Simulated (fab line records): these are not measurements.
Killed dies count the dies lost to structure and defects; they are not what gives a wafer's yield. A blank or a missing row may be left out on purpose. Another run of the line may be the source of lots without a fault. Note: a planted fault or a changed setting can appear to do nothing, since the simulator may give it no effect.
Tool commonality check || flow sky130 || Sample size 11 lots and 33 wafers

WHY THIS WAS OPENED
2 of 11 lots carry a flag on the reading METAL2_ALCU_THK at SKY_METAL2_THK_MEAS_06. No-fault wafers: 250 nm, standard deviation 3.
Rule: a lot is flagged in two cases, either no wafer of it has a number, or all its wafers with numbers fall more than 4 standard deviations from that mean. The rest of the lots are taken to be sound.

{"lot": "L606", "measured": "day 34 18:40", "on": "film_metro-02", "METAL2_ALCU_THK (nm), wafer by wafer": "246 248 246", "flag": ""}
{"lot": "L607", "measured": "day 35 22:20", "on": "film_metro-02", "METAL2_ALCU_THK (nm), wafer by wafer": "227 225 224", "flag": "FLAGGED"}
{"lot": "L609", "measured": "day 36 13:55", "on": "film_metro-02", "METAL2_ALCU_THK (nm), wafer by wafer": "251 254 252", "flag": ""}
{"lot": "L608", "measured": "day 36 17:52", "on": "film_metro-01", "METAL2_ALCU_THK (nm), wafer by wafer": "231 229 230", "flag": "FLAGGED"}
{"lot": "L616", "measured": "day 38 13:34", "on": "film_metro-01", "METAL2_ALCU_THK (nm), wafer by wafer": "251 249 248", "flag": ""}
{"lot": "L617", "measured": "day 38 16:47", "on": "film_metro-01", "METAL2_ALCU_THK (nm), wafer by wafer": "248 249 249", "flag": ""}
{"lot": "L619", "measured": "day 39 10:31", "on": "film_metro-03", "METAL2_ALCU_THK (nm), wafer by wafer": "251 253 251", "flag": ""}
{"lot": "L621", "measured": "day 39 21:47", "on": "film_metro-01", "METAL2_ALCU_THK (nm), wafer by wafer": "249 250 248", "flag": ""}
{"lot": "L622", "measured": "day 40 02:01", "on": "film_metro-02", "METAL2_ALCU_THK (nm), wafer by wafer": "244 243 247", "flag": ""}
{"lot": "L623", "measured": "day 40 04:43", "on": "film_metro-03", "METAL2_ALCU_THK (nm), wafer by wafer": "252 252 250", "flag": ""}
{"lot": "L625", "measured": "day 40 21:30", "on": "film_metro-01", "METAL2_ALCU_THK (nm), wafer by wafer": "253 255 251", "flag": ""}
On average the flagged lots' numbers are 228 nm, which is -22 nm against the usual, or -7 standard deviations.

EACH LOT AND THE TOOL IT RAN ON
The record holds 2 process steps before the reading, out of a route of 708 steps. In each cell: the tool, then ch and the chambers that the sampled wafers went through, then the start.
{"lot": "L606", "flag": "", "SKY_METAL1_ETCH_18": "rie_metal-02 ch 0,1, day 33 13:06", "SKY_METAL2_SPUTTER_04": "pvd_sputter-01, day 34 18:30"}
{"lot": "L607", "flag": "FLAGGED", "SKY_METAL1_ETCH_18": "rie_metal-01 ch 0,1, day 34 16:43", "SKY_METAL2_SPUTTER_04": "pvd_sputter-01, day 35 22:08"}
{"lot": "L609", "flag": "", "SKY_METAL1_ETCH_18": "rie_metal-01 ch 1, day 35 08:44", "SKY_METAL2_SPUTTER_04": "pvd_sputter-04, day 36 13:44"}
{"lot": "L608", "flag": "FLAGGED", "SKY_METAL1_ETCH_18": "rie_metal-02 ch 0,1, day 35 12:28", "SKY_METAL2_SPUTTER_04": "pvd_sputter-01, day 36 17:41"}
{"lot": "L616", "flag": "", "SKY_METAL1_ETCH_18": "rie_metal-01 ch 0, day 37 08:19", "SKY_METAL2_SPUTTER_04": "pvd_sputter-02, day 38 13:24"}
{"lot": "L617", "flag": "", "SKY_METAL1_ETCH_18": "rie_metal-01 ch 0,1, day 37 12:16", "SKY_METAL2_SPUTTER_04": "pvd_sputter-02, day 38 16:37"}
{"lot": "L619", "flag": "", "SKY_METAL1_ETCH_18": "rie_metal-02 ch 0,1, day 38 05:30", "SKY_METAL2_SPUTTER_04": "pvd_sputter-04, day 39 10:21"}
{"lot": "L621", "flag": "", "SKY_METAL1_ETCH_18": "rie_metal-04 ch 1, day 38 16:51", "SKY_METAL2_SPUTTER_04": "pvd_sputter-02, day 39 21:36"}
{"lot": "L622", "flag": "", "SKY_METAL1_ETCH_18": "rie_metal-02 ch 0,1, day 38 22:01", "SKY_METAL2_SPUTTER_04": "pvd_sputter-01, day 40 01:49"}
{"lot": "L623", "flag": "", "SKY_METAL1_ETCH_18": "rie_metal-04 ch 0,1, day 39 01:28", "SKY_METAL2_SPUTTER_04": "pvd_sputter-04, day 40 04:33"}
{"lot": "L625", "flag": "", "SKY_METAL1_ETCH_18": "rie_metal-02 ch 0,1, day 39 17:15", "SKY_METAL2_SPUTTER_04": "pvd_sputter-04, day 40 21:19"}
What is done by these steps:
- SKY_METAL1_ETCH_18: etches BARC in N2/H2, stops on SiO2, time 45.9 s, target depth 60 nm.
- SKY_METAL2_SPUTTER_04: material TiN, target thk 70 nm, time 58.3 s.
- SKY_METAL2_THK_MEAS_06: measures by xrf.

FLAGGED AGAINST TOTAL, ONE TOOL AT A TIME (gauges that did the reading follow at the end)
{"step": "SKY_METAL1_ETCH_18", "tool": "rie_metal-01", "lots run": 4, "flagged": 1, "share of the flagged lots": "some", "sound lots run after its first flagged lot": "3 (L609,L616,L617)"}
{"step": "SKY_METAL1_ETCH_18", "tool": "rie_metal-02", "lots run": 5, "flagged": 1, "share of the flagged lots": "some", "sound lots run after its first flagged lot": "3 (L619,L622,L625)"}
{"step": "SKY_METAL1_ETCH_18", "tool": "rie_metal-04", "lots run": 2, "flagged": 0, "share of the flagged lots": "none", "sound lots run after its first flagged lot": "-"}
{"step": "SKY_METAL2_SPUTTER_04", "tool": "pvd_sputter-01", "lots run": 4, "flagged": 2, "share of the flagged lots": "all", "sound lots run after its first flagged lot": "1 (L622)"}
{"step": "SKY_METAL2_SPUTTER_04", "tool": "pvd_sputter-02", "lots run": 3, "flagged": 0, "share of the flagged lots": "none", "sound lots run after its first flagged lot": "-"}
{"step": "SKY_METAL2_SPUTTER_04", "tool": "pvd_sputter-04", "lots run": 4, "flagged": 0, "share of the flagged lots": "none", "sound lots run after its first flagged lot": "-"}
{"step": "SKY_METAL2_THK_MEAS_06", "tool": "film_metro-01", "lots run": 5, "flagged": 1, "share of the flagged lots": "some", "sound lots run after its first flagged lot": "4 (L616,L617,L621,L625)"}
{"step": "SKY_METAL2_THK_MEAS_06", "tool": "film_metro-02", "lots run": 4, "flagged": 1, "share of the flagged lots": "some", "sound lots run after its first flagged lot": "2 (L609,L622)"}
{"step": "SKY_METAL2_THK_MEAS_06", "tool": "film_metro-03", "lots run": 2, "flagged": 0, "share of the flagged lots": "none", "sound lots run after its first flagged lot": "-"}

WHAT IS ALLOWED BY THE TABLE
In the table, 1 row covers all flagged lots: pvd_sputter-01 at SKY_METAL2_SPUTTER_04.
- pvd_sputter-01 at SKY_METAL2_SPUTTER_04: 2 of its 4 lots flagged. Lots that were sound ran on it after the first flagged one (L622); a persistent fault on the entire tool would not allow that.
No row of the table ran every flagged lot and no sound lot after the first.

WHAT THE SIMULATOR PUT IN
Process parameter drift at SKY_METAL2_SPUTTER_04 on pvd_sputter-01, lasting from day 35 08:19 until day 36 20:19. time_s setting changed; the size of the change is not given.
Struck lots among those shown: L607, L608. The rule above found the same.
